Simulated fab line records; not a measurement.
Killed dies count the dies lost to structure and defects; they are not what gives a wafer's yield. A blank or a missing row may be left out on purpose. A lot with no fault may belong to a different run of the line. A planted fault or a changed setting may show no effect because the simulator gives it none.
Problem report in the 8D (eight disciplines) form, filled by code ; flow sky130 ; the parts of the form that need people (team, actions taken, sign-off) are left out

## 1. WHAT WENT WRONG
Across 6 wafers from 2 lots, VT_ADJUST_HVTR_TW at SKY_VT_ADJUST_HVTR_TW_MEAS_11 averages 157.2, while fault-free wafers read 209.8 with a standard deviation of 1.5. Measured from the usual mean, that is -35 standard deviations.
Seen first at day 14 14:50 on film metro-04, wafer L764.4. The record has a number at this step for 39 wafers belonging to 13 lots. The rule behind "out" and "out of limits": a value lying over 4 standard deviations away from the usual mean. The other wafers with a number count as sound.

## 2. WHAT IT IS; WHAT IT IS NOT
question;is;is not
which readings at this step;VT_ADJUST_HVTR_TW;-
which lots;L764, L766;L748, L751, L752, L753, L754, L755, L759, L765, L768, L770, L771
which wafers of those lots;all that have a number;-
read on which gauges;film metro-03, film metro-04;film metro-02
when;from day 14 14:50;"up to then (21 sound wafers); but 12 sound wafers of L765, L768, L770, L771 came after"

## 3. THE SUSPECTS, EACH WITH WHAT RULES IT OUT
Counting: a tool at any process step up to the reading remains a suspect when it ran all the lots that are out and ran no sound lot after the first of those.
- the gauge at SKY_VT_ADJUST_HVTR_TW_MEAS_11 is ruled out. Those wafers that are out were read across 2 gauges (film metro-03, film metro-04).
- implanter-03 at SKY_VT_ADJUST_HVTR_IMPLANT_09: kept. It ran every lot that is out, first L764 (day 14 14:38), and no sound lot after that; its last sound lot up to then is L759 (day 12 21:38). Its own readings are out on those wafers: dose ions cm2, faraday current uA.
Remaining after the count: implanter-03 at SKY_VT_ADJUST_HVTR_IMPLANT_09.

## 4. THE CAUSE (what the simulator had put in)
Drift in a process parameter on implanter-03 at SKY_VT_ADJUST_HVTR_IMPLANT_09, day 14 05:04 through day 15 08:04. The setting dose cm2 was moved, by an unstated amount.
The count eliminated every tool but this one.

## 5. THE EFFECT CHAIN, in route order
Each row: a reading where the mean over the struck wafers with a number is more than 3 standard deviations away from the usual. Only readings whose record carries a usual standard deviation are examined. hours: median over the lots of the time between each lot's start at the first step of this table that gives one and its start at this step. sigmas: the change, counted in usual standard deviations.
hours;step;reading;usual;on struck wafers;change;sigmas
0;SKY_VT_ADJUST_HVTR_IMPLANT_09;dose ions cm2;2.1002e+12;7.3813e+11;-1.3621e+12;-99 or more
0;SKY_VT_ADJUST_HVTR_IMPLANT_09;faraday current uA;11.86;4.18;-7.68;-32
0;SKY_VT_ADJUST_HVTR_TW_MEAS_11;VT_ADJUST_HVTR_TW;209.8;157.2;-52.6;-35
It contains these process steps:
- SKY_VT_ADJUST_HVTR_IMPLANT_09
Later steps that measure or inspect, where all struck wafers having a row at the step show a number for every such reading and not one has moved that far: SKY_SONOS_ONO_CD_MEAS_13.

## 6. HOW IT WOULD HAVE BEEN CAUGHT EARLIER
In this record the first reading out of limits at a measuring or inspecting step was taken at day 14 14:50, 10 hours after the fault began at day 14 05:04.
The tool's own readings at SKY_VT_ADJUST_HVTR_IMPLANT_09 were out on every struck wafer that the step has a row for (dose ions cm2, faraday current uA): an alarm limit on them would have fired on the first of those.
Among the 2 lots that are out, L766 began SKY_VT_ADJUST_HVTR_IMPLANT_09 on implanter-03 after day 14 14:50. A hold on the tool at that time would have spared it.
